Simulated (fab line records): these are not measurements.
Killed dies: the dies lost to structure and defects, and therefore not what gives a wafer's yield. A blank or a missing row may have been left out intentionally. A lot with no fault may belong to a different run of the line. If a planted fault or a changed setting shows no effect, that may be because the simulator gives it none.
Code-filled problem report in 8D (eight disciplines) form    flow gf180mcu    the parts of the form that need people (team, actions taken, sign-off) are left out

1. THE PROBLEM
faradayCurrentUA at GF_HV_LDD_IMPLANT_34 reads a mean of 46.2 on 4 wafers of 3 lots; wafers without a fault read 42.3 with a standard deviation of 0.88. Relative to the usual mean, that is a shift of +4.4 standard deviations.
First observed at day 15 11:10: wafer L757.3, on implanter-01. The record has a number at this step for 20 wafers belonging to 7 lots. Rule for "out" (also "out of limits"): further than 4 standard deviations from the usual mean. Any other wafer with a number is counted as sound.

2. WHAT IT IS, AND WHAT IT ISN'T
question                     is                              is not
which readings at this step  faradayCurrentUA                -
which lots                   L757, L758, L759                L750, L763, L767, L768
which wafers of those lots   L757.3, L757.4, L758.4, L759.3  L757.2, L758.5, L758.6, L759.2
read on which tools          implanter-01                    implanter-03
when                         from day 15 11:10               up to then (4 sound wafers); but 12 sound wafers of L758, L759, L763, L767, L768 came after

3. SUSPECTS, AND WHAT RULES EACH OUT
Counting: any tool at a process step up to the reading remains a suspect provided it ran every lot that is out. Sound lots after the first of them don't rule it out here, since some wafers of a struck lot are sound.
- implanter-01 at GF_HV_LDD_IMPLANT_34: kept. It ran every lot that is out, first L757 (day 15 11:10); its last sound lot up to then is L750 (day 13 02:46). Its own readings are out on those wafers: faradayCurrentUA.
After counting, what remains is implanter-01 at GF_HV_LDD_IMPLANT_34.

4. THE CAUSE (what the simulator had put in)
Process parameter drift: implanter-01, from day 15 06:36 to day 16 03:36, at GF_HV_LDD_IMPLANT_34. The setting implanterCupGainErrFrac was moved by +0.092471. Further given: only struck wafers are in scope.
Only this tool survived the counting.

5. SEQUENCE OF EFFECTS, ordered by route
Each row: a reading whose mean over the struck wafers that have a number lies more than 3 standard deviations from the usual. Only readings whose record carries a usual standard deviation are examined. hours: median over the lots of the time between each lot's start at the first step of this table that gives one and its start at this step. sigmas: the change, counted in usual standard deviations.
hours  step                  reading           usual    on struck wafers  change  sigmas
0      GF_HV_LDD_IMPLANT_34  beamOnS           10.00 s  9.14              -0.86   -4.1
0      GF_HV_LDD_IMPLANT_34  faradayCurrentUA  42.3     46.2              +3.9    +4.4
The process steps in it:
- GF_HV_LDD_IMPLANT_34

6. HOW IT WOULD HAVE BEEN CAUGHT EARLIER
The fault began at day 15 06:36; the first out-of-limits reading in this record came at day 15 11:10, 5 hours later.
